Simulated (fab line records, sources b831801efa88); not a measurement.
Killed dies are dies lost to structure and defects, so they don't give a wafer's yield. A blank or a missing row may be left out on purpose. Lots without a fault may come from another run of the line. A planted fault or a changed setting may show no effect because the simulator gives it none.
Which tool did it? | flow sky130 | 10 lots, 30 wafers sampled, at 6 steps of a route of 708

WHAT THE GAUGES READ, wafer by wafer
SKY_FIELD_ISO_BOW_MEAS_00.
lot  | measured    | on            | INCOMING_BOW (um)
L953 | day 1 15:02 | film_metro-02 | -1 -4 -1
L955 | day 2 01:01 | film_metro-01 | -7 -7 1
L956 | day 2 06:04 | film_metro-04 | 0 -6 5
L957 | day 2 11:00 | film_metro-01 | 1 2 15
L965 | day 4 03:02 | film_metro-01 | 10 3 1
L966 | day 4 08:00 | film_metro-01 | -5 8 -4
L971 | day 5 09:04 | film_metro-04 | -1 -1 -8
L972 | day 5 14:02 | film_metro-02 | -1 -17 -5
L973 | day 5 19:01 | film_metro-02 | -2 9 7
L974 | day 6 00:00 | film_metro-01 | 1 -6 7

SKY_NWELL_THK_MEAS_02.
lot  | measured    | on            | NWELL_OXIDATION_THK (nm)
L953 | day 3 05:41 | film_metro-04 | 9.81 9.99 9.75
L955 | day 3 05:44 | film_metro-04 | 9.53 9.74 9.66
L956 | day 3 20:08 | film_metro-04 | 9.79 9.81 9.66
L957 | day 4 02:52 | film_metro-04 | 10.00 9.89 9.72
L965 | day 5 11:28 | film_metro-02 | 9.96 10.09 9.81
L966 | day 5 16:17 | film_metro-03 | 9.71 9.61 9.75
L971 | day 6 18:21 | film_metro-02 | 9.98 9.84 9.81
L972 | day 6 22:08 | film_metro-03 | 10.14 9.95 10.01
L973 | day 7 01:58 | film_metro-02 | 10.04 10.01 9.85
L974 | day 7 06:06 | film_metro-04 | 9.41 9.51 9.44

SKY_VT_ADJUST_LVTN_OVL_MEAS_18.
lot  | measured     | on         | VT_ADJUST_LVTN_01_OVL (nm)
L953 | day 8 14:38  | overlay-02 | -2.7 -2.1 -1.2
L955 | day 8 16:04  | overlay-02 | -1.0 0.8 1.1
L956 | day 9 09:18  | overlay-01 | -0.9 -2.4 -0.3
L957 | day 9 19:10  | overlay-02 | -2.9 -2.1 -1.6
L965 | day 11 13:44 | overlay-01 | 1.9 3.1 -0.1
L966 | day 11 19:56 | overlay-01 | -1.9 -1.5 0.4
L971 | day 13 03:36 | overlay-01 | 0.5 0.1 2.2
L972 | day 13 10:56 | overlay-02 | 0.2 -0.5 -1.0
L973 | day 13 15:58 | overlay-02 | -0.8 1.0 -1.5
L974 | day 13 19:57 | overlay-02 | 0.8 -0.7 -0.1

SKY_CAPM_RS_MEAS_03: measures by four-point-probe.
lot  | measured     | on            | CAPM_TIN_RS (ohm/sq)
L953 | day 37 12:41 | film_metro-03 | 6.91 6.84 6.91
L955 | day 37 19:05 | film_metro-03 | 6.84 6.88 6.77
L956 | day 38 03:45 | film_metro-03 | 6.93 6.85 6.88
L957 | day 39 00:11 | film_metro-04 | 6.91 6.82 6.94
L965 | day 40 17:50 | film_metro-04 | 9.90 6.89 6.88
L966 | day 40 20:32 | film_metro-04 | 6.84 9.83 6.88
L971 | day 42 05:58 | film_metro-03 | 6.90 6.90 6.97
L972 | day 42 09:43 | film_metro-02 | 6.86 6.93 6.93
L973 | day 42 13:33 | film_metro-04 | 6.92 6.83 6.86
L974 | day 42 17:25 | film_metro-02 | 6.80 6.90 6.93

SKY_CAPM_THK_MEAS_04: measures by xrf.
lot  | measured     | on            | CAPM_TIN_THK (nm)
L953 | day 37 12:47 | film_metro-03 | 200.7 202.3 201.4
L955 | day 37 19:11 | film_metro-03 | 203.8 200.8 204.6
L956 | day 38 03:50 | film_metro-03 | 198.8 201.7 199.7
L957 | day 39 00:19 | film_metro-04 | 200.9 203.3 200.3
L965 | day 40 17:56 | film_metro-04 | 141.8 201.2 201.1
L966 | day 40 20:39 | film_metro-04 | 202.5 142.4 201.4
L971 | day 42 06:03 | film_metro-03 | 199.1 199.3 198.6
L972 | day 42 09:49 | film_metro-02 | 201.8 199.2 198.9
L973 | day 42 13:40 | film_metro-04 | 199.6 201.6 200.6
L974 | day 42 17:32 | film_metro-02 | 203.0 200.7 199.6

WHICH TOOL RAN EACH LOT (tool, then ch and the chambers of the sampled wafers, then the start)
lot  | SKY_CAPM_SPUTTER_02
L953 | pvd_sputter-01, day 37 12:32
L955 | pvd_sputter-01, day 37 18:57
L956 | pvd_sputter-01, day 38 03:35
L957 | pvd_sputter-01, day 39 00:05
L965 | pvd_sputter-03, day 40 17:41
L966 | pvd_sputter-03, day 40 20:25
L971 | pvd_sputter-01, day 42 05:47
L972 | pvd_sputter-01, day 42 09:34
L973 | pvd_sputter-04, day 42 13:25
L974 | pvd_sputter-01, day 42 17:19
- SKY_CAPM_SPUTTER_02: material TiN, target thk 200 nm, time 166.7 s.

WHAT THE TOOLS THEMSELVES READ (means of the sampled wafers that have a number; where no wafer has one, the mark that the record gives instead)
SKY_CAPM_SPUTTER_02.
lot  | tool           | chamber_pressure_pa (Pa) | throttle_valve_pct (%)
L953 | pvd_sputter-01 | 0.3996                   | 29.2
L955 | pvd_sputter-01 | 0.3998                   | 29.0
L956 | pvd_sputter-01 | 0.4005                   | 29.5
L957 | pvd_sputter-01 | 0.4002                   | 29.8
L965 | pvd_sputter-03 | 0.4003                   | 28.8
L966 | pvd_sputter-03 | 0.4000                   | 28.7
L971 | pvd_sputter-01 | 0.4005                   | 29.0
L972 | pvd_sputter-01 | 0.3995                   | 29.0
L973 | pvd_sputter-04 | 0.4003                   | 29.7
L974 | pvd_sputter-01 | 0.3995                   | 29.6

THE ANSWER, worked out from the rows above alone
Rule: what is usual is taken from the lots themselves. Put in order of their means at a reading, lots are off if they are a third of the lots or fewer, leave a main group of 4 or more, and stand apart from it by a gap of 3 or more times the standard deviation of the main group's means; of several such gaps the widest counts. A main group whose means are all the same, to the digits that the tables above print for the reading, isn't used. A lot without any number at a reading at which 4 lots or more have one is off too. The other lots that the step has rows for count as sound. The gauges are gone through in route order, then the tools' own readings, and for those a lot's mean is taken as printed above. The first step at which some lot is off is used, and at that step the reading that is off furthest; a lot without a number counts as furthest.
Off: L965, L966, at SKY_CAPM_RS_MEAS_03 (CAPM_TIN_RS). The main group: mean 6.88 ohm/sq, standard deviation 0.026.
A tool fits if, at a process step before that reading, it ran every lot that is off, and no sound lot after the first of them. The gauges at SKY_CAPM_RS_MEAS_03 are tried like those tools. One fits: pvd_sputter-03 at SKY_CAPM_SPUTTER_02. It ran no sound lot before its first lot that is off in this sample, so the start can't be narrowed down.

WHAT THE SIMULATOR HAD PUT IN
Process parameter drift: pvd_sputter-03, from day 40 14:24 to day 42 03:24, at SKY_CAPM_SPUTTER_02. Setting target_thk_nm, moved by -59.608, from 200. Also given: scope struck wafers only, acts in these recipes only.
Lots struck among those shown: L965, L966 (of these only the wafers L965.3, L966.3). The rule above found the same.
